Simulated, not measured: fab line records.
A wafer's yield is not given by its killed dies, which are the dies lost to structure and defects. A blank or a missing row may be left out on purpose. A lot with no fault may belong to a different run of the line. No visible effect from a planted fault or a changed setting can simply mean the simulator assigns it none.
What tool caused it? | flow gf180mcu | 11 lots with 31 wafers sampled at 4 steps, on a route of 602 steps

== WHAT EACH GAUGE READ, for each wafer ==
GF_MVSD_TW_MEAS_11.
lot  | measured    | on            | MVSD_TW
L836 | day 4 16:59 | film metro-04 | 1588 1591 1595
L837 | day 4 22:51 | film metro-02 | 1600 1603 1602
L838 | day 5 04:19 | film metro-02 | 1603 1610 1597
L839 | day 5 09:28 | film metro-04 | 1595 1596 1595
L844 | day 6 15:55 | film metro-02 | 1591 1593 1594
L845 | day 6 20:10 | film metro-02 | 1590 1602 1600
L848 | day 7 13:59 | film metro-02 | 1592
L850 | day 8 05:25 | film metro-04 | 1589 1593 1593
L851 | day 8 08:24 | film metro-04 | 1589
L856 | day 9 16:11 | film metro-02 | 1598 1596 1595
L858 | day 9 23:58 | film metro-02 | 1594 1595 1592

== TOOL THAT RAN EACH LOT (tool first, then ch and the chambers of the sampled wafers, then the start) ==
lot  | GF_STI_ETCH_13                    | GF_STI_ETCH_14                  | GF_STI_STRIP_15
L836 | rie diel-03 ch 0,1,3, day 2 07:14 | rie si-01 ch 1,2, day 2 07:19   | plasma asher-04 ch 0,1, day 2 07:26
L837 | rie diel-04 ch 0,2, day 2 12:08   | rie si-01 ch 0,2,3, day 2 12:13 | plasma asher-01 ch 0,1, day 2 12:18
L838 | rie diel-03 ch 0,2, day 2 17:31   | rie si-02 ch 1,2, day 2 17:35   | plasma asher-03 ch 0,1, day 2 17:40
L839 | rie diel-01 ch 0,1,3, day 2 21:52 | rie si-01 ch 0,2,3, day 2 21:57 | plasma asher-04 ch 0,1, day 2 22:01
L844 | rie diel-04 ch 1,2,3, day 4 00:05 | rie si-01 ch 0,3, day 4 00:10   | plasma asher-01 ch 0,1, day 4 00:15
L845 | rie diel-03 ch 0,2,3, day 4 04:11 | rie si-02 ch 0,1,2, day 4 04:16 | plasma asher-04 ch 0,1, day 4 04:21
L848 | rie diel-03 ch 0,2, day 4 22:11   | rie si-01 ch 2, day 4 22:16     | plasma asher-04 ch 0,1, day 4 22:22
L850 | rie diel-01 ch 0,1,2, day 5 07:20 | rie si-01 ch 2,3, day 5 07:25   | plasma asher-04 ch 0,1, day 5 07:29
L851 | rie diel-03 ch 2, day 5 12:18     | rie si-01 ch 0,1, day 5 12:23   | plasma asher-04 ch 0,1, day 5 12:29
L856 | rie diel-04 ch 0,1,2, day 6 13:24 | rie si-01 ch 0,1, day 6 13:29   | plasma asher-01 ch 0,1, day 6 13:35
L858 | rie diel-01 ch 0,1,3, day 6 23:33 | rie si-02 ch 0,1,3, day 6 23:38 | plasma asher-01 ch 0,1, day 6 23:43
- GF_STI_ETCH_13: etches the open film in CHF3/O2, stops on Si, target depth 282.31 nm, time 112.9 s.
- GF_STI_ETCH_14: etches Si in HBr/Cl2/O2, target depth 360 nm, time 102.9 s.
- GF_STI_STRIP_15: strips in O2/N2.

== AS READ BY THE TOOLS THEMSELVES (means over the sampled wafers that have a number; for cases with no such wafer, the mark the record gives instead) ==
GF_STI_ETCH_13.
lot  | tool        | O2_flow_sccm (sccm) | drypump motor current A (A) | oes product au (a.u.) | run length s (s) | throttle valve pct (%)
L836 | rie diel-03 | 4.996               | 5.7                         | 0.838                 | 141.6            | 8.809
L837 | rie diel-04 | 5.011               | 5.4                         | 0.830                 | 141.5            | 8.807
L838 | rie diel-03 | 5.010               | 6.1                         | 0.828                 | 141.7            | 8.802
L839 | rie diel-01 | 5.009               | 5.9                         | 0.832                 | 141.4            | 8.809
L844 | rie diel-04 | 5.010               | 5.9                         | 0.840                 | 141.6            | 8.822
L845 | rie diel-03 | 5.002               | 5.9                         | 0.836                 | 141.4            | 8.818
L848 | rie diel-03 | 5.026               | 6.0                         | 0.917                 | 117.4            | 8.832
L850 | rie diel-01 | 5.009               | 5.6                         | 0.834                 | 141.2            | 8.818
L851 | rie diel-03 | 5.002               | 6.2                         | 0.916                 | 117.5            | 8.832
L856 | rie diel-04 | 5.005               | 5.6                         | 0.835                 | 141.4            | 8.804
L858 | rie diel-01 | 4.997               | 5.9                         | 0.834                 | 140.9            | 8.815

GF_STI_ETCH_14.
lot  | tool      | O2_flow_sccm (sccm) | drypump motor current A (A) | oes product au (a.u.) | run length s (s) | throttle valve pct (%)
L836 | rie si-01 | 5.999               | 5.4                         | 0.997                 | 130.8            | 25.675
L837 | rie si-01 | 5.990               | 6.0                         | 1.002                 | 131.2            | 25.653
L838 | rie si-02 | 6.011               | 5.8                         | 1.007                 | 131.3            | 25.651
L839 | rie si-01 | 6.003               | 6.0                         | 1.000                 | 130.7            | 25.664
L844 | rie si-01 | 5.999               | 6.3                         | 1.008                 | 131.5            | 25.653
L845 | rie si-02 | 6.005               | 5.9                         | 1.009                 | 131.3            | 25.651
L848 | rie si-01 | 5.995               | 5.7                         | 0.679                 | 130.7            | 25.885
L850 | rie si-01 | 6.015               | 6.0                         | 1.008                 | 130.8            | 25.660
L851 | rie si-01 | 6.021               | 5.3                         | 0.669                 | 131.5            | 25.873
L856 | rie si-01 | 5.983               | 5.5                         | 0.995                 | 130.7            | 25.661
L858 | rie si-02 | 6.012               | 5.9                         | 1.002                 | 131.3            | 25.663

GF_STI_STRIP_15.
lot  | tool            | drypump motor current A (A) | heater power w (W) | oes product au (a.u.) | strip time to endpoint s (s)
L836 | plasma asher-04 | 5.8                         | 289                | 0.386                 | 3.77
L837 | plasma asher-01 | 5.3                         | 279                | 0.381                 | 3.71
L838 | plasma asher-03 | 6.3                         | 379                | 0.385                 | 3.75
L839 | plasma asher-04 | 5.8                         | 291                | 0.376                 | 3.69
L844 | plasma asher-01 | 5.3                         | 282                | 0.382                 | 3.71
L845 | plasma asher-04 | 5.8                         | 286                | 0.384                 | 3.68
L848 | plasma asher-04 | 6.0                         | 293                | 0.406                 | 4.34
L850 | plasma asher-04 | 6.1                         | 294                | 0.387                 | 3.64
L851 | plasma asher-04 | 6.0                         | 292                | 0.410                 | 4.29
L856 | plasma asher-01 | 5.1                         | 291                | 0.379                 | 3.77
L858 | plasma asher-01 | 5.1                         | 289                | 0.384                 | 3.71

== THE ANSWER, worked out from the rows above alone ==
Rule: the lots themselves supply what counts as usual. Put in order of their means at a reading, lots are off if they are a third of the lots or fewer, leave a main group of 4 or more, and stand apart from it by a gap of 3 or more times the standard deviation of the main group's means; of several such gaps the widest counts. A main group whose means are all the same, to the digits that the tables above print for the reading, isn't used. Also off: a lot with no number at a reading for which 4 or more lots have one. Where the step has rows for the other lots, those lots are counted as sound. The gauges are gone through in route order, then the tools' own readings, and for those a lot's mean is taken as printed above. At the first step where some lot is off, the reading lying furthest off is the one used; lots without a number count as furthest.
Off: L848, L851, at GF_STI_ETCH_13 (run length s). Mean 141.4 s and standard deviation 0.23 in the main group.
If a tool, at that step or one of the process steps before it, ran each lot that is off and ran no sound lot following the first of them, it fits. One candidate fits, namely rie diel-03 at GF_STI_ETCH_13. A fault onset in the window from L845 (day 4 04:11, its last sound lot) to L848 (day 4 22:11, its first lot off) fits.
The tool's own readings at GF_STI_ETCH_13 bear it out: on the lots that are off they differ by more than 5 times the standard deviation of the sound lots' means. oes product au reads 0.917 a.u. there against 0.834 a.u. on the sound lots; run length s reads 117.5 s there against 141.4 s on the sound lots.

== WHAT WAS PUT IN BY THE SIMULATOR ==
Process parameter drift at GF_STI_ETCH_13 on rie diel-03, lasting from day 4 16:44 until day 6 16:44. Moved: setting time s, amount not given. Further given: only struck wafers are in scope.
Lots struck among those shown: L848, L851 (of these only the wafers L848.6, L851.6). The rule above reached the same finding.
